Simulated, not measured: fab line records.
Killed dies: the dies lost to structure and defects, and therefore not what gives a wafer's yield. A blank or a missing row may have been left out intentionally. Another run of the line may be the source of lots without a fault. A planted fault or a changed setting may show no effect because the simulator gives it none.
fab line records    flow gf180mcu
record lots=24  wafers=72  lastDay=34
route steps=602 shown STI@1 SALICIDE@283 V3@444 MIM@509 TOP_METAL@570 PASSIVATION@589
lots that met no fault: taken from a fault-free run of the same line
startH: the number of hours between the record's first day and the start of the first shown wafer of the lot    waitH: hours since the lot's step before    " the same as in the row above    L1.1+2: several wafers, shown together as one row    - no value, or no start was given    * or withheld: withheld    < > ~ a bound
route shown NAME@n: names a module that has steps shown in the file, with the first one's number in the route    usual: average and standard deviation across the fault-free wafers    same: alike in all rows    chamber/n: place in a boat    sites: each site's reading    _std_site: how widely they spread, as a standard deviation    _edge_site: inner sites' mean taken away from outer sites' mean    radiusMm: for every site, how far away it sits from the centre of the wafer    mask NAME#n: copy n    behind: the last tool/chamber to shape the wafer    hold: why the lot went on hold/how many hours it stayed there/how the hold came to an end    device: whichever transistor did not switch (one of n, p or np)    end of line: at the end of the route, the tests of the same wafers    where a step has no rows: the recipe by itself    killed: count of dies lost to structure and defects at first sort (not the wafer's yield)    map: per-die view of a wafer (x killed, . not killed, _ where there is no die)
set.NAME: the setting as run; set.NAME@STEP: as run at that earlier step    model.NAME: the simulator's own value behind a step, which no gauge read
the route's steps for a sample of lots (tables are steps, rows are wafers)
services: the hour from which a tool's chamber was out of use, counted from the record's first day as startH (under 0 if before that day), plus the number of hours and why
## steps
# step GF_STI_BOW_MEAS_00
# recipe mode=bow
# usual INCOMING_BOW=-1/6.6
lot.wafer  tool          chamber  startH  waitH  INCOMING_BOW[um]
L074.3     filmMetro-04  -        10.04   -      -12
L074.4     "             -        "       "      -6
L074.6     "             -        "       "      -2
L075.1     filmMetro-04  -        15.00   -      4
L075.2     "             -        "       "      -15
L075.3     "             -        "       "      2
L076.2     filmMetro-02  -        20.02   -      -8
L076.5     "             -        "       "      1
L076.6     "             -        "       "      7
L077.2     filmMetro-02  -        25.02   -      10
L077.3     "             -        "       "      3
L077.5     "             -        "       "      -2
L078.1     filmMetro-01  -        30.00   -      2
L078.3     "             -        "       "      1
L078.4     "             -        "       "      -6
L079.4     filmMetro-02  -        35.06   -      1
L079.5     "             -        "       "      10
L079.6     "             -        "       "      5
L080.2     filmMetro-01  -        40.02   -      9
L080.4     "             -        "       "      2
L080.5     "             -        "       "      10
L081.1     filmMetro-02  -        45.00   -      1
L081.2     "             -        "       "      6
L081.6     "             -        "       "      4
L082.1     filmMetro-04  -        50.00   -      -4
L082.4     "             -        "       "      -4
L082.5     "             -        "       "      -4
L083.1     filmMetro-02  -        55.00   -      -9
L083.2     "             -        "       "      -2
L083.4     "             -        "       "      -18
L084.1     filmMetro-04  -        60.00   -      3
L084.4     "             -        "       "      -6
L084.5     "             -        "       "      -17
L085.2     filmMetro-01  -        65.02   -      0
L085.4     "             -        "       "      -2
L085.5     "             -        "       "      7
L086.1     filmMetro-01  -        70.00   -      -4
L086.2     "             -        "       "      -3
L086.6     "             -        "       "      -3
L087.2     filmMetro-01  -        75.02   -      3
L087.4     "             -        "       "      -3
L087.6     "             -        "       "      6
L088.1     filmMetro-04  -        80.00   -      -6
L088.3     "             -        "       "      1
L088.5     "             -        "       "      -7
L089.2     filmMetro-01  -        85.02   -      -4
L089.4     "             -        "       "      -4
L089.5     "             -        "       "      1
L090.1     filmMetro-02  -        90.00   -      3
L090.4     "             -        "       "      -3
L090.5     "             -        "       "      10
L091.1     filmMetro-01  -        95.00   -      0
L091.3     "             -        "       "      14
L091.6     "             -        "       "      6
L092.1     filmMetro-04  -        100.00  -      -3
L092.4     "             -        "       "      -6
L092.5     "             -        "       "      -6
L093.2     filmMetro-04  -        105.02  -      1
L093.3     "             -        "       "      2
L093.4     "             -        "       "      10
L094.1     filmMetro-04  -        110.00  -      -4
L094.5     "             -        "       "      2
L094.6     "             -        "       "      -2
L095.2     filmMetro-02  -        115.02  -      -1
L095.4     "             -        "       "      1
L095.5     "             -        "       "      2
L096.2     filmMetro-02  -        120.02  -      -7
L096.4     "             -        "       "      -2
L096.5     "             -        "       "      -4
L097.3     filmMetro-02  -        125.04  -      5
L097.4     "             -        "       "      2
L097.5     "             -        "       "      4
# step GF_SALICIDE_THK_MEAS_05
# recipe thkMeasGauge=xrf  reads=TiN_of_SALICIDE_SPUTTER_03
# usual SALICIDE_TIN_THK=19.90/0.3
lot.wafer  tool          chamber  startH  waitH  SALICIDE_TIN_THK[nm]
L074.3     filmMetro-02  -        346.81  0.1    20.18
L074.4     "             -        "       "      20.01
L074.6     "             -        "       "      20.02
L075.1     filmMetro-02  -        353.77  0.1    20.40
L075.2     "             -        "       "      20.13
L075.3     "             -        "       "      20.34
L076.2     filmMetro-03  -        364.52  0.1    19.39
L076.5     "             -        "       "      19.42
L076.6     "             -        "       "      19.82
L077.2     filmMetro-04  -        367.52  0.1    19.78
L077.3     "             -        "       "      19.70
L077.5     "             -        "       "      20.10
L078.1     filmMetro-04  -        372.29  0.1    19.54
L078.3     "             -        "       "      19.72
L078.4     "             -        "       "      19.36
L079.4     filmMetro-04  -        380.83  0.1    20.22
L079.5     "             -        "       "      20.16
L079.6     "             -        "       "      20.57
L080.2     filmMetro-03  -        385.66  0.1    19.81
L080.4     "             -        "       "      19.71
L080.5     "             -        "       "      19.80
L081.1     filmMetro-04  -        402.68  0.1    19.34
L081.2     "             -        "       "      19.56
L081.6     "             -        "       "      19.17
L082.1     filmMetro-04  -        412.72  0.1    19.74
L082.4     "             -        "       "      19.84
L082.5     "             -        "       "      19.84
L083.1     filmMetro-02  -        417.53  0.1    20.04
L083.2     "             -        "       "      20.27
L083.4     "             -        "       "      20.07
L084.1     filmMetro-02  -        427.58  0.1    20.15
L084.4     "             -        "       "      20.29
L084.5     "             -        "       "      20.41
L085.2     filmMetro-04  -        435.55  0.1    20.14
L085.4     "             -        "       "      20.15
L085.5     "             -        "       "      19.95
L086.1     filmMetro-03  -        449.22  0.1    19.91
L086.2     "             -        "       "      20.16
L086.6     "             -        "       "      20.03
L087.2     filmMetro-04  -        461.97  0.1    19.86
L087.4     "             -        "       "      19.47
L087.6     "             -        "       "      19.67
L088.1     filmMetro-04  -        468.87  0.1    19.69
L088.3     "             -        "       "      19.92
L088.5     "             -        "       "      19.80
L089.2     filmMetro-04  -        471.62  0.1    19.49
L089.4     "             -        "       "      19.33
L089.5     "             -        "       "      19.41
L090.1     filmMetro-04  -        483.26  0.1    19.91
L090.4     "             -        "       "      19.73
L090.5     "             -        "       "      19.82
L091.1     filmMetro-03  -        491.09  0.1    19.59
L091.3     "             -        "       "      19.80
L091.6     "             -        "       "      19.80
L092.1     filmMetro-02  -        499.77  0.1    20.19
L092.4     "             -        "       "      19.83
L092.5     "             -        "       "      19.91
L093.2     filmMetro-04  -        502.81  0.1    19.87
L093.3     "             -        "       "      20.09
L093.4     "             -        "       "      19.91
L094.1     filmMetro-04  -        509.34  0.1    19.74
L094.5     "             -        "       "      19.94
L094.6     "             -        "       "      19.73
L095.2     filmMetro-04  -        516.60  0.1    20.24
L095.4     "             -        "       "      20.03
L095.5     "             -        "       "      20.13
L096.2     filmMetro-03  -        526.86  0.1    19.62
L096.4     "             -        "       "      19.84
L096.5     "             -        "       "      19.56
L097.3     filmMetro-02  -        532.42  0.1    19.84
L097.4     "             -        "       "      20.29
L097.5     "             -        "       "      20.22
# step GF_V3_OVL_MEAS_15
# usual V3_OVL=0/6.2
lot.wafer  tool        chamber  startH  waitH  V3_OVL[nm]
L074.3     overlay-01  -        518.18  0.1    -1
L074.4     "           -        "       "      0
L074.6     "           -        "       "      -1
L075.1     overlay-02  -        527.82  0.1    5
L075.2     "           -        "       "      3
L075.3     "           -        "       "      -4
L076.2     overlay-01  -        538.90  0.1    3
L076.5     "           -        "       "      2
L076.6     "           -        "       "      0
L077.2     overlay-01  -        541.72  0.1    0
L077.3     "           -        "       "      6
L077.5     "           -        "       "      -1
L078.1     overlay-02  -        545.44  0.1    3
L078.3     "           -        "       "      -1
L078.4     "           -        "       "      4
L079.4     overlay-02  -        553.61  0.1    -12
L079.5     "           -        "       "      -8
L079.6     "           -        "       "      -1
L080.2     overlay-02  -        558.29  0.1    2
L080.4     "           -        "       "      1
L080.5     "           -        "       "      6
L081.1     overlay-01  -        577.12  0.1    3
L081.2     "           -        "       "      6
L081.6     "           -        "       "      7
L082.1     overlay-01  -        586.16  0.1    -8
L082.4     "           -        "       "      -4
L082.5     "           -        "       "      -10
L083.1     overlay-02  -        591.49  0.1    1
L083.2     "           -        "       "      5
L083.4     "           -        "       "      4
L084.1     overlay-01  -        599.56  0.1    18
L084.4     "           -        "       "      20
L084.5     "           -        "       "      21
L085.2     overlay-02  -        605.04  0.1    -7
L085.4     "           -        "       "      -6
L085.5     "           -        "       "      -8
L086.1     overlay-02  -        615.94  0.1    4
L086.2     "           -        "       "      6
L086.6     "           -        "       "      4
L087.2     overlay-01  -        626.52  0.1    2
L087.4     "           -        "       "      4
L087.6     "           -        "       "      3
L088.1     overlay-01  -        634.46  0.1    -3
L088.3     "           -        "       "      -4
L088.5     "           -        "       "      1
L089.2     overlay-01  -        636.79  0.1    -2
L089.4     "           -        "       "      0
L089.5     "           -        "       "      1
L090.1     overlay-02  -        645.43  0.1    9
L090.4     "           -        "       "      15
L090.5     "           -        "       "      5
L091.1     overlay-01  -        654.41  0.1    -12
L091.3     "           -        "       "      -4
L091.6     "           -        "       "      -8
L092.1     overlay-02  -        659.11  0.1    1
L092.4     "           -        "       "      -5
L092.5     "           -        "       "      -5
L093.2     overlay-01  -        662.64  0.1    6
L093.3     "           -        "       "      1
L093.4     "           -        "       "      -1
L094.1     overlay-02  -        668.88  0.1    -9
L094.5     "           -        "       "      -2
L094.6     "           -        "       "      0
L095.2     overlay-02  -        674.84  0.1    -4
L095.4     "           -        "       "      -10
L095.5     "           -        "       "      -7
L096.2     overlay-02  -        684.32  0.1    -3
L096.4     "           -        "       "      -7
L096.5     "           -        "       "      -1
L097.3     overlay-02  -        686.18  0.1    -5
L097.4     "           -        "       "      -7
L097.5     "           -        "       "      -2
# step GF_MIM_THK_MEAS_06
# recipe reads=Si3N4_of_MIM_CVD_05
# usual MIM_CVD_05_THK=41.9/0.55
lot.wafer  tool          chamber  startH  waitH  MIM_CVD_05_THK[nm]
L074.3     filmMetro-04  -        568.35  0.0    41.0
L074.4     "             -        "       "      42.1
L074.6     "             -        "       "      42.0
L075.1     filmMetro-03  -        577.08  0.0    41.2
L075.2     "             -        "       "      41.2
L075.3     "             -        "       "      41.3
L076.2     filmMetro-03  -        587.40  0.0    41.6
L076.5     "             -        "       "      41.9
L076.6     "             -        "       "      42.0
L077.2     filmMetro-03  -        589.99  0.0    40.7
L077.3     "             -        "       "      40.9
L077.5     "             -        "       "      42.0
L078.1     filmMetro-04  -        593.56  0.0    41.9
L078.3     "             -        "       "      41.1
L078.4     "             -        "       "      42.2
L079.4     filmMetro-03  -        600.88  0.0    42.5
L079.5     "             -        "       "      43.6
L079.6     "             -        "       "      42.9
L080.2     filmMetro-03  -        605.89  0.0    41.4
L080.4     "             -        "       "      42.1
L080.5     "             -        "       "      42.5
L081.1     filmMetro-01  -        624.36  0.0    41.1
L081.2     "             -        "       "      41.6
L081.6     "             -        "       "      42.1
L082.1     filmMetro-01  -        632.13  0.0    42.5
L082.4     "             -        "       "      42.6
L082.5     "             -        "       "      42.5
L083.1     filmMetro-04  -        636.48  0.0    42.2
L083.2     "             -        "       "      42.0
L083.4     "             -        "       "      42.3
L084.1     filmMetro-04  -        644.95  0.0    41.2
L084.4     "             -        "       "      42.3
L084.5     "             -        "       "      41.9
L085.2     filmMetro-03  -        651.13  0.0    42.1
L085.4     "             -        "       "      42.3
L085.5     "             -        "       "      42.1
L086.1     filmMetro-01  -        661.58  0.0    42.1
L086.2     "             -        "       "      42.1
L086.6     "             -        "       "      42.0
L087.2     filmMetro-01  -        670.95  0.0    41.4
L087.4     "             -        "       "      41.8
L087.6     "             -        "       "      42.3
L088.1     filmMetro-03  -        678.51  0.0    41.7
L088.3     "             -        "       "      42.0
L088.5     "             -        "       "      42.3
L089.2     filmMetro-04  -        681.01  0.0    41.4
L089.4     "             -        "       "      41.7
L089.5     "             -        "       "      41.7
L090.1     filmMetro-01  -        688.49  0.0    41.6
L090.4     "             -        "       "      41.6
L090.5     "             -        "       "      41.6
L091.1     filmMetro-01  -        697.11  0.0    41.6
L091.3     "             -        "       "      40.2
L091.6     "             -        "       "      41.2
L092.1     filmMetro-01  -        701.60  0.0    41.4
L092.4     "             -        "       "      42.3
L092.5     "             -        "       "      42.2
L093.2     filmMetro-03  -        705.06  0.0    41.4
L093.3     "             -        "       "      42.1
L093.4     "             -        "       "      41.8
L094.1     filmMetro-01  -        710.72  0.0    42.0
L094.5     "             -        "       "      42.4
L094.6     "             -        "       "      42.2
L095.2     filmMetro-04  -        716.30  0.0    41.3
L095.4     "             -        "       "      42.1
L095.5     "             -        "       "      42.4
L096.2     filmMetro-03  -        725.68  0.0    41.8
L096.4     "             -        "       "      42.7
L096.5     "             -        "       "      43.0
L097.3     filmMetro-03  -        726.97  0.1    41.1
L097.4     "             -        "       "      41.7
L097.5     "             -        "       "      41.5
# step GF_TOP_METAL_SPUTTER_03
# recipe material=Ti  targetThkNm=5  substrateTempC=300  chamberPressurePa=0.3  powerW=3000  timeS=3.3
# usual throttleValvePct=30.3/0.98
lot.wafer  tool           chamber  startH  waitH  throttleValvePct
L074.3     pvdSputter-04  -        634.86  0.0    29.5
L074.4     "              -        "       "      30.0
L074.6     "              -        "       "      28.6
L075.1     pvdSputter-04  -        642.05  0.0    30.0
L075.2     "              -        "       "      31.8
L075.3     "              -        "       "      29.6
L076.2     pvdSputter-02  -        652.46  0.0    30.9
L076.5     "              -        "       "      30.8
L076.6     "              -        "       "      29.9
L077.2     pvdSputter-04  -        656.19  0.0    30.2
L077.3     "              -        "       "      28.8
L077.5     "              -        "       "      31.7
L078.1     pvdSputter-03  -        657.81  0.0    31.2
L078.3     "              -        "       "      29.5
L078.4     "              -        "       "      29.3
L079.4     pvdSputter-02  -        665.84  0.0    30.2
L079.5     "              -        "       "      31.0
L079.6     "              -        "       "      30.6
L080.2     pvdSputter-04  -        668.97  0.0    30.1
L080.4     "              -        "       "      28.9
L080.5     "              -        "       "      29.0
L081.1     pvdSputter-04  -        686.73  0.0    31.9
L081.2     "              -        "       "      30.2
L081.6     "              -        "       "      29.7
L082.1     pvdSputter-03  -        694.69  0.0    31.4
L082.4     "              -        "       "      31.9
L082.5     "              -        "       "      29.7
L083.1     pvdSputter-04  -        697.98  0.0    28.8
L083.2     "              -        "       "      30.0
L083.4     "              -        "       "      31.8
L084.1     pvdSputter-04  -        706.08  0.0    32.0
L084.4     "              -        "       "      29.8
L084.5     "              -        "       "      30.2
L085.2     pvdSputter-03  -        710.85  0.0    31.5
L085.4     "              -        "       "      29.4
L085.5     "              -        "       "      31.7
L086.1     pvdSputter-03  -        721.14  0.0    31.7
L086.2     "              -        "       "      29.4
L086.6     "              -        "       "      29.2
L087.2     pvdSputter-02  -        729.31  0.0    30.7
L087.4     "              -        "       "      30.0
L087.6     "              -        "       "      30.9
L088.1     pvdSputter-04  -        736.35  0.0    29.6
L088.3     "              -        "       "      31.9
L088.5     "              -        "       "      28.6
L089.2     pvdSputter-02  -        739.40  0.0    30.3
L089.4     "              -        "       "      30.4
L089.5     "              -        "       "      30.1
L090.1     pvdSputter-04  -        749.26  0.0    31.9
L090.4     "              -        "       "      31.6
L090.5     "              -        "       "      29.7
L091.1     pvdSputter-02  -        753.94  0.0    30.9
L091.3     "              -        "       "      30.4
L091.6     "              -        "       "      30.7
L092.1     pvdSputter-02  -        756.34  0.0    30.0
L092.4     "              -        "       "      30.6
L092.5     "              -        "       "      30.7
L093.2     pvdSputter-02  -        759.63  0.0    30.8
L093.3     "              -        "       "      30.0
L093.4     "              -        "       "      30.6
L094.1     pvdSputter-04  -        768.07  0.0    31.7
L094.5     "              -        "       "      28.6
L094.6     "              -        "       "      31.8
L095.2     pvdSputter-04  -        770.58  0.0    29.6
L095.4     "              -        "       "      30.2
L095.5     "              -        "       "      31.6
L096.2     pvdSputter-04  -        778.58  0.0    31.5
L096.4     "              -        "       "      29.7
L096.5     "              -        "       "      30.1
L097.3     pvdSputter-04  -        780.13  0.0    31.7
L097.4     "              -        "       "      29.4
L097.5     "              -        "       "      31.8
# step GF_PASSIVATION_CVD_02
# recipe material=Si3N4  targetThkNm=700  timeS=486.18  tempC=400  rfW=450
# usual heaterPowerW=728/91
lot.wafer  tool      chamber  startH  waitH  heaterPowerW
L074.3     pecvd-03  2        656.02  0.0    588
L074.4     "         1        "       "      756
L074.6     "         2        "       "      629
L075.1     pecvd-01  0        662.46  0.1    855
L075.2     "         2        "       "      704
L075.3     "         1        "       "      735
L076.2     pecvd-03  0        673.03  0.0    652
L076.5     "         2        "       "      550
L076.6     "         1        "       "      622
L077.2     pecvd-01  2        676.88  0.0    702
L077.3     "         0        "       "      820
L077.5     "         1        "       "      803
L078.1     pecvd-03  2        678.40  0.1    616
L078.3     "         0        "       "      644
L078.4     "         2        "       "      649
L079.4     pecvd-04  1        686.47  0.2    970
L079.5     "         2        "       "      716
L079.6     "         0        "       "      616
L080.2     pecvd-03  0        689.01  0.0    663
L080.4     "         2        "       "      546
L080.5     "         0        "       "      686
L081.1     pecvd-04  2        706.87  0.1    851
L081.2     "         1        "       "      967
L081.6     "         2        "       "      716
L082.1     pecvd-03  1        713.64  0.1    724
L082.4     "         1        "       "      745
L082.5     "         2        "       "      647
L083.1     pecvd-01  2        716.78  0.1    715
L083.2     "         0        "       "      790
L083.4     "         0        "       "      834
L084.1     pecvd-03  0        724.24  0.1    587
L084.4     "         1        "       "      616
L084.5     "         0        "       "      646
L085.2     pecvd-01  0        729.54  0.0    854
L085.4     "         0        "       "      714
L085.5     "         1        "       "      746
L086.1     pecvd-01  1        739.90  0.1    730
L086.2     "         2        "       "      800
L086.6     "         1        "       "      790
L087.2     pecvd-04  1        746.97  0.0    932
L087.4     "         2        "       "      709
L087.6     "         1        "       "      771
L088.1     pecvd-01  1        754.42  0.1    767
L088.3     "         2        "       "      739
L088.5     "         2        "       "      782
L089.2     pecvd-01  1        756.05  0.0    817
L089.4     "         1        "       "      658
L089.5     "         2        "       "      712
L090.1     pecvd-03  2        764.80  0.1    568
L090.4     "         2        "       "      611
L090.5     "         0        "       "      728
L091.1     pecvd-03  0        771.28  0.1    732
L091.3     "         2        "       "      545
L091.6     "         1        "       "      711
L092.1     pecvd-04  0        773.25  0.1    741
L092.4     "         0        "       "      746
L092.5     "         1        "       "      777
L093.2     pecvd-01  1        776.77  0.0    744
L093.3     "         2        "       "      682
L093.4     "         0        "       "      774
L094.1     pecvd-03  2        784.74  0.1    599
L094.5     "         2        "       "      614
L094.6     "         1        "       "      713
L095.2     pecvd-04  2        787.17  0.0    818
L095.4     "         0        "       "      607
L095.5     "         2        "       "      850
L096.2     pecvd-03  2        794.98  0.0    609
L096.4     "         0        "       "      583
L096.5     "         1        "       "      710
L097.3     pecvd-04  2        796.15  0.0    824
L097.4     "         1        "       "      783
L097.5     "         2        "       "      862
## services
tool           chamber  startH  hours  kind
pvdSputter-02  3        611.24  -      consumableReplace:kit
pvdSputter-02  3        611.24  18.0   scheduledDown
pvdSputter-02  3        611.24  18.0   ventCycle
pvdSputter-02  -        613.32  10.3   repair
pecvd-04       -        623.34  0.8    repair
pvdSputter-04  3        642.09  -      consumableReplace:kit
pvdSputter-04  3        642.09  18.0   scheduledDown
pvdSputter-04  3        642.09  18.0   ventCycle
pecvd-01       -        652.85  1.1    repair
pecvd-04       1        659.25  8.9    repair
pvdSputter-04  -        674.35  1.9    repair
pecvd-04       -        687.33  1.1    repair
pvdSputter-02  2        692.58  -      consumableReplace:kit
pvdSputter-02  2        692.58  18.0   scheduledDown
pvdSputter-02  2        692.58  18.0   ventCycle
pvdSputter-02  -        721.68  2.7    repair
pecvd-01       0        737.21  18.5   repair
pvdSputter-04  2        739.70  -      consumableReplace:kit
pvdSputter-04  2        739.70  18.0   scheduledDown
pvdSputter-04  2        739.70  18.0   ventCycle
pecvd-01       2        742.88  4.8    repair
pvdSputter-04  -        763.10  2.7    repair
pvdSputter-03  -        778.78  5.1    repair
pvdSputter-03  -        780.53  6.8    repair
## key
fault none
